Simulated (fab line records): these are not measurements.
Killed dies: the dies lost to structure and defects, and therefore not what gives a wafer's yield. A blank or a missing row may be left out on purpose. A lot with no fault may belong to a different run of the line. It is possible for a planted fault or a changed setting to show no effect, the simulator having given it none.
fab line records + flow gf180mcu
[record]
- lots = 7
- wafers = 21
- last_day = 34
route steps=602 shown VT_IMPLANT@115
lots untouched by any fault: they come from a run of this same line in which no faults occurred
start_h: start of the lot's first displayed wafer, in hours after the record's first day + wait_h: how many hours have passed since the lot's step before this one + " identical to the entry in the row above + L1.1+2: a single row standing in for several wafers + - either no value or no given start + * or withheld: withheld + < > ~ a bound
route shown NAME@n: NAME is a module with steps in the file, n the number in the route of the first one + usual: the fault-free wafers' mean and standard deviation + same: alike in all rows + chamber/n: place in a boat + sites: each site's reading + _std_site: standard deviation of those values + _edge_site: inner sites' mean taken away from outer sites' mean + radius_mm: how far each site lies from the wafer's centre + mask NAME#n: copy n + behind: the tool/chamber that last shaped the wafer + hold: why the lot was held/for how many hours/how that ended + device: the transistor (n, p or np) that didn't switch + end of line: the same wafers' tests at the end of the route + step lacking rows: just its recipe + killed: not the wafer's yield, but the dies lost to structure and defects at the first sort + map: dies across one wafer; x = killed, . = not, _ = none there
set.NAME: the setting the step ran with; set.NAME@STEP: the setting that earlier step ran with + model.NAME: the simulator's own value behind a step, which no gauge read
lots at selected steps of the route; one table per step, one row per wafer
services: the hour from which a tool's chamber was out of use, counted from the record's first day as start_h (under 0 if before that day), plus the number of hours and why
[[steps]]
[step GF_VT_IMPLANT_SOFTBAKE_25]
[recipe]
- temp_c = 90
- time_s = 60
- resist = NOVOLAK
[step GF_VT_IMPLANT_EXPOSE_26]
[recipe]
- mask_id = LVPWELL_HV_AREA
- target_cd_nm = 860
- na = 0.6
- source_shape = conventional
- sigma_outer = 0.6
- dose_mj = 140
[step GF_VT_IMPLANT_PEB_27]
[recipe]
- temp_c = withheld
- time_s = *
- resist = NOVOLAK
[step GF_VT_IMPLANT_DEVELOP_28]
[recipe]
- develop_time_s = 60
- dev_temp_c = 23
[step GF_VT_IMPLANT_OVL_MEAS_29]
[usual]
- VT_IMPLANT_02_OVL = -1.0/1.4
| lot.wafer | tool       | chamber | start_h | wait_h | VT_IMPLANT_02_OVL[nm] |
|-----------|------------|---------|---------|--------|-----------------------|
| L968.2    | overlay-01 | -       | 184.74  | 0.1    | 1.1                   |
| L968.3    | "          | -       | "       | "      | -0.4                  |
| L968.5    | "          | -       | "       | "      | 0.2                   |
| L972.2    | overlay-01 | -       | 213.89  | 0.1    | 0.8                   |
| L972.3    | "          | -       | "       | "      | 0.7                   |
| L972.5    | "          | -       | "       | "      | 0.1                   |
| L975.4    | overlay-02 | -       | 235.36  | 0.1    | -1.2                  |
| L975.5    | "          | -       | "       | "      | -1.9                  |
| L975.6    | "          | -       | "       | "      | -0.9                  |
| L976.3    | overlay-01 | -       | 240.29  | 0.1    | -1.6                  |
| L976.4    | "          | -       | "       | "      | -0.7                  |
| L976.6    | "          | -       | "       | "      | -0.6                  |
| L977.1    | overlay-02 | -       | 245.85  | 0.1    | 0.4                   |
| L977.4    | "          | -       | "       | "      | -0.6                  |
| L977.6    | "          | -       | "       | "      | 2.8                   |
| L978.1    | overlay-02 | -       | 254.05  | 0.1    | -3.4                  |
| L978.2    | "          | -       | "       | "      | -2.5                  |
| L978.3    | "          | -       | "       | "      | -3.2                  |
| L982.1    | overlay-01 | -       | 280.08  | 0.1    | 3.4                   |
| L982.2    | "          | -       | "       | "      | 0.7                   |
| L982.6    | "          | -       | "       | "      | -0.7                  |
[step GF_VT_IMPLANT_IMPLANT_30]
[recipe]
- species = B
- energy_kev = 25
- dose_cm2 = 2.534e+12
- tilt_deg = 7
[step GF_VT_IMPLANT_STRIP_31]
[recipe]
- chemistry = O2/N2
- power_w = 1400
- pressure_mtorr = 1500
- platen_temp_c = 250
- o2_flow_sccm = 3000
- n2_flow_sccm = 300
- overash_fraction = 0.5
[usual]
- drypump_motor_current_A = 5.7/0.58
- heater_power_w = 363/38
- oes_product_au = 0.716/0.0046
- strip_time_to_endpoint_s = 12.63/0.033
| lot.wafer | tool            | chamber | start_h | wait_h | drypump_motor_current_A | heater_power_w | oes_product_au | rf_hours_counter_h | strip_time_to_endpoint_s |
|-----------|-----------------|---------|---------|--------|-------------------------|----------------|----------------|--------------------|--------------------------|
| L968.2    | plasma_asher-01 | 0       | 184.92  | 0.1    | 6.5                     | 375            | 0.721          | 54                 | 12.63                    |
| L968.3    | "               | 0       | "       | "      | 6.5                     | 390            | 0.721          | -                  | 12.65                    |
| L968.5    | "               | 0       | "       | "      | 6.5                     | 376            | 0.723          | -                  | 12.62                    |
| L972.2    | plasma_asher-03 | 0       | 214.07  | 0.1    | 4.7                     | 424            | 0.720          | 10                 | 12.60                    |
| L972.3    | "               | 1       | "       | "      | 5.7                     | 318            | 0.712          | -                  | 12.64                    |
| L972.5    | "               | 0       | "       | "      | 4.7                     | 429            | 0.712          | -                  | 12.64                    |
| L975.4    | plasma_asher-03 | 0       | 235.56  | 0.1    | 4.7                     | 419            | 0.715          | -                  | 12.63                    |
| L975.5    | "               | 1       | "       | "      | 5.7                     | 316            | 0.712          | -                  | 12.62                    |
| L975.6    | "               | 0       | "       | "      | 4.7                     | 423            | 0.717          | -                  | 12.59                    |
| L976.3    | plasma_asher-01 | 1       | 240.50  | 0.1    | 5.7                     | 352            | 0.711          | -                  | 12.58                    |
| L976.4    | "               | 0       | "       | "      | 6.5                     | 378            | 0.717          | -                  | 12.59                    |
| L976.6    | "               | 1       | "       | "      | 5.7                     | 351            | 0.714          | -                  | 12.55                    |
| L977.1    | plasma_asher-01 | 0       | 246.03  | 0.1    | 6.5                     | 375            | 0.711          | 61                 | 12.65                    |
| L977.4    | "               | 1       | "       | "      | 5.7                     | 350            | 0.704          | -                  | 12.66                    |
| L977.6    | "               | 1       | "       | "      | 5.6                     | 355            | 0.723          | -                  | 12.63                    |
| L978.1    | plasma_asher-03 | 0       | 254.23  | 0.1    | 4.7                     | 421            | 0.722          | 14                 | 12.68                    |
| L978.2    | "               | 1       | "       | "      | 5.7                     | 320            | 0.718          | 14                 | 12.69                    |
| L978.3    | "               | 0       | "       | "      | 4.7                     | 426            | 0.719          | -                  | 12.68                    |
| L982.1    | plasma_asher-04 | 0       | 280.27  | 0.1    | 5.3                     | 334            | 0.719          | 62                 | 12.60                    |
| L982.2    | "               | 1       | "       | "      | 5.8                     | 334            | 0.716          | 62                 | 12.59                    |
| L982.6    | "               | 0       | "       | "      | 5.3                     | 326            | 0.711          | -                  | 12.63                    |
[step GF_VT_IMPLANT_TW_MEAS_32]
[usual]
- VT_IMPLANT_3_TW = 268.3/2.8
| lot.wafer | tool          | chamber | start_h | wait_h | VT_IMPLANT_3_TW |
|-----------|---------------|---------|---------|--------|-----------------|
| L968.2    | film_metro-03 | -       | 185.03  | 0.1    | 273.7           |
| L968.3    | "             | -       | "       | "      | 272.0           |
| L968.5    | "             | -       | "       | "      | 272.1           |
| L972.2    | film_metro-03 | -       | 214.18  | 0.1    | 270.6           |
| L972.3    | "             | -       | "       | "      | 272.0           |
| L972.5    | "             | -       | "       | "      | 270.8           |
| L975.4    | film_metro-02 | -       | 235.66  | 0.1    | 267.3           |
| L975.5    | "             | -       | "       | "      | 266.4           |
| L975.6    | "             | -       | "       | "      | 266.8           |
| L976.3    | film_metro-01 | -       | 240.59  | 0.1    | 267.3           |
| L976.4    | "             | -       | "       | "      | 265.5           |
| L976.6    | "             | -       | "       | "      | 266.0           |
| L977.1    | film_metro-03 | -       | 246.13  | 0.1    | 271.2           |
| L977.4    | "             | -       | "       | "      | 270.9           |
| L977.6    | "             | -       | "       | "      | 270.3           |
| L978.1    | film_metro-01 | -       | 254.33  | 0.1    | 267.8           |
| L978.2    | "             | -       | "       | "      | 265.3           |
| L978.3    | "             | -       | "       | "      | 265.8           |
| L982.1    | film_metro-03 | -       | 280.37  | 0.1    | 270.3           |
| L982.2    | "             | -       | "       | "      | 270.5           |
| L982.6    | "             | -       | "       | "      | 270.5           |
[step GF_VT_IMPLANT_DEHYDRATE_33]
[recipe]
- temp_c = 200
- time_s = 60
[step GF_VT_IMPLANT_HMDS_34]
[recipe]
- prime_time_s = 60
- prime_temp_c = 120
[step GF_VT_IMPLANT_COAT_35]
[recipe]
- resist = NOVOLAK
- spin_rpm = 3000
- resist_thk_nm = 1000
[step GF_VT_IMPLANT_SOFTBAKE_36]
[recipe]
- temp_c = 90
- time_s = 60
- resist = NOVOLAK
[step GF_VT_IMPLANT_EXPOSE_37]
[recipe]
- mask_id = Nwell_HV_AREA
- target_cd_nm = 860
- na = 0.6
- source_shape = conventional
- sigma_outer = 0.6
- dose_mj = 140
[usual]
- exposure_dose_mJ_cm2 = 140.02/0.14
- focus_offset_nm = 0.1/0.57
- reticle_temp_C = 23.02/0.12
- sigma_outer = 0.6/0
- stage_vel_mm_s = 499.96/0.27
| lot.wafer | tool             | chamber | start_h | wait_h | mask            | exposure_dose_mJ_cm2 | focus_offset_nm | reticle_temp_C | sigma_outer | stage_vel_mm_s |
|-----------|------------------|---------|---------|--------|-----------------|----------------------|-----------------|----------------|-------------|----------------|
| L968.2    | iline_stepper-01 | 0       | 193.37  | -      | Nwell_HV_AREA#0 | 140.09               | 0.3             | 23.02          | 0.6         | 499.82         |
| L968.3    | "                | 0       | "       | "      | Nwell_HV_AREA#0 | 140.04               | 0.5             | 23.07          | 0.6         | 499.68         |
| L968.5    | "                | 0       | "       | "      | Nwell_HV_AREA#0 | 140.10               | 0.7             | 23.27          | 0.6         | 499.77         |
| L972.2    | iline_stepper-01 | 0       | 223.20  | -      | Nwell_HV_AREA#0 | 140.13               | -1.1            | 22.88          | 0.6         | 499.75         |
| L972.3    | "                | 0       | "       | "      | Nwell_HV_AREA#0 | 139.97               | 0.1             | 23.07          | 0.6         | 499.97         |
| L972.5    | "                | 0       | "       | "      | Nwell_HV_AREA#0 | 139.95               | 0.0             | 22.88          | 0.6         | 499.76         |
| L975.4    | iline_stepper-02 | -       | 244.78  | -      | Nwell_HV_AREA#0 | -                    | -               | -              | -           | -              |
| L975.5    | "                | -       | "       | "      | Nwell_HV_AREA#0 | -                    | -               | -              | -           | -              |
| L975.6    | "                | -       | "       | "      | Nwell_HV_AREA#0 | -                    | -               | -              | -           | -              |
| L976.3    | iline_stepper-02 | -       | 249.10  | -      | Nwell_HV_AREA#0 | -                    | -               | -              | -           | -              |
| L976.4    | "                | -       | "       | "      | Nwell_HV_AREA#0 | -                    | -               | -              | -           | -              |
| L976.6    | "                | -       | "       | "      | Nwell_HV_AREA#0 | -                    | -               | -              | -           | -              |
| L977.1    | iline_stepper-02 | -       | 255.53  | -      | Nwell_HV_AREA#0 | -                    | -               | -              | -           | -              |
| L977.4    | "                | -       | "       | "      | Nwell_HV_AREA#0 | -                    | -               | -              | -           | -              |
| L977.6    | "                | -       | "       | "      | Nwell_HV_AREA#0 | -                    | -               | -              | -           | -              |
| L978.1    | iline_stepper-01 | 0       | 263.82  | -      | Nwell_HV_AREA#0 | 139.86               | 0.0             | 23.26          | 0.6         | 500.10         |
| L978.2    | "                | 0       | "       | "      | Nwell_HV_AREA#0 | 139.89               | -0.4            | 22.95          | 0.6         | 500.07         |
| L978.3    | "                | 0       | "       | "      | Nwell_HV_AREA#0 | 139.89               | 0.4             | 23.19          | 0.6         | 499.81         |
| L982.1    | iline_stepper-02 | 0       | 290.27  | -      | Nwell_HV_AREA#0 | 140.29               | -0.9            | 22.99          | 0.6         | 499.34         |
| L982.2    | "                | 0       | "       | "      | Nwell_HV_AREA#0 | 140.24               | 0.8             | 23.11          | 0.6         | 499.19         |
| L982.6    | "                | 0       | "       | "      | Nwell_HV_AREA#0 | 140.22               | 0.1             | 22.94          | 0.6         | 499.68         |
[step GF_VT_IMPLANT_PEB_38]
[recipe]
- temp_c = withheld
- time_s = *
- resist = NOVOLAK
[[services]]
| tool             | chamber | start_h | hours | kind        |
|------------------|---------|---------|-------|-------------|
| plasma_asher-04  | -       | 182.51  | 14.6  | pm          |
| iline_stepper-02 | -       | 193.19  | 1.7   | pm          |
| plasma_asher-03  | -       | 196.23  | 3.5   | repair      |
| iline_stepper-01 | -       | 245.55  | 4.7   | repair      |
| plasma_asher-03  | -       | 268.33  | 1.6   | repair      |
| iline_stepper-01 | -       | 275.00  | 1.7   | pm          |
| iline_stepper-02 | 0       | 287.49  | -     | calibration |
[[key]]
[first_sign]
- step = GF_VT_IMPLANT_EXPOSE_37
- reading = tool_record
- direction = missing
effect none on later readings
met_at GF_VT_IMPLANT_EXPOSE_37
struck_wafers L975.4,L975.5,L975.6,L976.3,L976.4,L976.6,L977.1,L977.4,L977.6
later_rows_left_out L975.4,L975.5,L975.6,L976.3,L976.4,L976.6,L977.1,L977.4,L977.6
sort_left_out L975.4,L975.5,L975.6,L976.3,L976.4,L976.6,L977.1,L977.4,L977.6
tester_left_out L975,L976,L977
[fault]
- kind = skipped_step_whole
- tool = iline_stepper-02
- chamber = -
- onset_h = 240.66
- steps = GF_VT_IMPLANT_EXPOSE_37
- scope = struck_lots_only
// tester_left_out: of these lots the tester's yield and bins aren't shown, on N5 and GAA mostly nor the transistor test; their killed dies are dies lost to structure and defects alone, not to doping, threshold or leakage, so they don't give the yield
// sort_left_out: the simulated sort isn't trusted on such a fault, so these wafers' sort isn't shown, and their yield isn't known
// later_rows_left_out: the simulator's readings of these wafers behind a module that went badly wrong aren't trusted and aren't shown, but for the sort
